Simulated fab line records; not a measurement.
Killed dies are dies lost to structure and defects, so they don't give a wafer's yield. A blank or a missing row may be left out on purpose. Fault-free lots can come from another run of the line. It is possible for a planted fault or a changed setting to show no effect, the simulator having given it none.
Split-lot study || flow sky130 || on a route of 708 steps: 5 lots, 23 wafers read

## SPLIT DETAILS
At SKY_POLY_GATE_CVD_03 (deposits Si3N4 from DCS/NH3, target thk 75 nm, time 1290 s), the setting pressureMtorr was moved away from the recipe's 250 mTorr on 10 of the 23 wafers read, by -4.4% to +12.3%. This setting was run at the recipe's value on the other wafers.

Reading taken at the split's own step.

## THE READING
Si3N4_of_POLY_GATE_CVD_03.thkNm (the simulator's own value, which no gauge read), in nm, at SKY_POLY_GATE_CVD_03 (deposits Si3N4 from DCS/NH3, target thk 75 nm, time 1290 s). The file does not state a usual value for it. Average 75.12 nm, standard deviation 0.47 nm, over the 13 wafers here run with the recipe.

{"wafer": "L077.1", "tool, chamber at the split": "-, -", "pressureMtorr as run, mTorr": 250, "against the recipe": "recipe", "Si3N4_of_POLY_GATE_CVD_03.thkNm, nm": 75.01, "against lot-mates on the recipe": "-"}
{"wafer": "L077.2", "tool, chamber at the split": "-, -", "pressureMtorr as run, mTorr": 250, "against the recipe": "recipe", "Si3N4_of_POLY_GATE_CVD_03.thkNm, nm": 74.45, "against lot-mates on the recipe": "-"}
{"wafer": "L077.3", "tool, chamber at the split": "-, -", "pressureMtorr as run, mTorr": 250, "against the recipe": "recipe", "Si3N4_of_POLY_GATE_CVD_03.thkNm, nm": 75.11, "against lot-mates on the recipe": "-"}
{"wafer": "L077.4", "tool, chamber at the split": "-, -", "pressureMtorr as run, mTorr": 250, "against the recipe": "recipe", "Si3N4_of_POLY_GATE_CVD_03.thkNm, nm": 75.1, "against lot-mates on the recipe": "-"}
{"wafer": "L077.5", "tool, chamber at the split": "-, -", "pressureMtorr as run, mTorr": 250, "against the recipe": "recipe", "Si3N4_of_POLY_GATE_CVD_03.thkNm, nm": 74.39, "against lot-mates on the recipe": "-"}
{"wafer": "L079.1", "tool, chamber at the split": "-, -", "pressureMtorr as run, mTorr": 250, "against the recipe": "recipe", "Si3N4_of_POLY_GATE_CVD_03.thkNm, nm": 75.5, "against lot-mates on the recipe": "-"}
{"wafer": "L079.2", "tool, chamber at the split": "-, -", "pressureMtorr as run, mTorr": 250, "against the recipe": "recipe", "Si3N4_of_POLY_GATE_CVD_03.thkNm, nm": 75.21, "against lot-mates on the recipe": "-"}
{"wafer": "L079.3", "tool, chamber at the split": "-, -", "pressureMtorr as run, mTorr": 250, "against the recipe": "recipe", "Si3N4_of_POLY_GATE_CVD_03.thkNm, nm": 75.32, "against lot-mates on the recipe": "-"}
{"wafer": "L079.4", "tool, chamber at the split": "-, -", "pressureMtorr as run, mTorr": 250, "against the recipe": "recipe", "Si3N4_of_POLY_GATE_CVD_03.thkNm, nm": 76.21, "against lot-mates on the recipe": "-"}
{"wafer": "L079.5", "tool, chamber at the split": "-, -", "pressureMtorr as run, mTorr": 250, "against the recipe": "recipe", "Si3N4_of_POLY_GATE_CVD_03.thkNm, nm": 75.43, "against lot-mates on the recipe": "-"}
{"wafer": "L080.2", "tool, chamber at the split": "-, -", "pressureMtorr as run, mTorr": 280.8, "against the recipe": "+12.3%", "Si3N4_of_POLY_GATE_CVD_03.thkNm, nm": 77.19, "against lot-mates on the recipe": "no lot-mate on the recipe"}
{"wafer": "L080.3", "tool, chamber at the split": "-, -", "pressureMtorr as run, mTorr": 280.8, "against the recipe": "+12.3%", "Si3N4_of_POLY_GATE_CVD_03.thkNm, nm": 76.9, "against lot-mates on the recipe": "no lot-mate on the recipe"}
{"wafer": "L080.4", "tool, chamber at the split": "-, -", "pressureMtorr as run, mTorr": 280.8, "against the recipe": "+12.3%", "Si3N4_of_POLY_GATE_CVD_03.thkNm, nm": 77.66, "against lot-mates on the recipe": "no lot-mate on the recipe"}
{"wafer": "L080.5", "tool, chamber at the split": "-, -", "pressureMtorr as run, mTorr": 280.8, "against the recipe": "+12.3%", "Si3N4_of_POLY_GATE_CVD_03.thkNm, nm": 77.8, "against lot-mates on the recipe": "no lot-mate on the recipe"}
{"wafer": "L080.6", "tool, chamber at the split": "-, -", "pressureMtorr as run, mTorr": 280.8, "against the recipe": "+12.3%", "Si3N4_of_POLY_GATE_CVD_03.thkNm, nm": 77.88, "against lot-mates on the recipe": "no lot-mate on the recipe"}
{"wafer": "L083.1", "tool, chamber at the split": "-, -", "pressureMtorr as run, mTorr": 239, "against the recipe": "-4.4%", "Si3N4_of_POLY_GATE_CVD_03.thkNm, nm": 73.39, "against lot-mates on the recipe": "no lot-mate on the recipe"}
{"wafer": "L083.3", "tool, chamber at the split": "-, -", "pressureMtorr as run, mTorr": 239, "against the recipe": "-4.4%", "Si3N4_of_POLY_GATE_CVD_03.thkNm, nm": 74.08, "against lot-mates on the recipe": "no lot-mate on the recipe"}
{"wafer": "L083.4", "tool, chamber at the split": "-, -", "pressureMtorr as run, mTorr": 239, "against the recipe": "-4.4%", "Si3N4_of_POLY_GATE_CVD_03.thkNm, nm": 73.04, "against lot-mates on the recipe": "no lot-mate on the recipe"}
{"wafer": "L083.5", "tool, chamber at the split": "-, -", "pressureMtorr as run, mTorr": 239, "against the recipe": "-4.4%", "Si3N4_of_POLY_GATE_CVD_03.thkNm, nm": 73.41, "against lot-mates on the recipe": "no lot-mate on the recipe"}
{"wafer": "L083.6", "tool, chamber at the split": "-, -", "pressureMtorr as run, mTorr": 239, "against the recipe": "-4.4%", "Si3N4_of_POLY_GATE_CVD_03.thkNm, nm": 73.3, "against lot-mates on the recipe": "no lot-mate on the recipe"}
{"wafer": "L085.1", "tool, chamber at the split": "lpcvd-02, 1", "pressureMtorr as run, mTorr": 250, "against the recipe": "recipe", "Si3N4_of_POLY_GATE_CVD_03.thkNm, nm": 75.09, "against lot-mates on the recipe": "-"}
{"wafer": "L085.2", "tool, chamber at the split": "lpcvd-02, 1", "pressureMtorr as run, mTorr": 250, "against the recipe": "recipe", "Si3N4_of_POLY_GATE_CVD_03.thkNm, nm": 74.5, "against lot-mates on the recipe": "-"}
{"wafer": "L085.4", "tool, chamber at the split": "lpcvd-02, 1", "pressureMtorr as run, mTorr": 250, "against the recipe": "recipe", "Si3N4_of_POLY_GATE_CVD_03.thkNm, nm": 75.19, "against lot-mates on the recipe": "-"}

FIT RESULTS
A straight line over all 23 wafers: Si3N4_of_POLY_GATE_CVD_03.thkNm changes by +0.224 nm for each +1% of pressureMtorr; r = +0.93; the points scatter about the line by 0.54 nm.
Too few moved wafers with a lot-mate on the recipe to fit a line net of each lot's own level.

## FILE'S OWN FIT
Si3N4_of_POLY_GATE_CVD_03.thkNm changes by +0.225 nm for each +1% of pressureMtorr, r = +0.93.
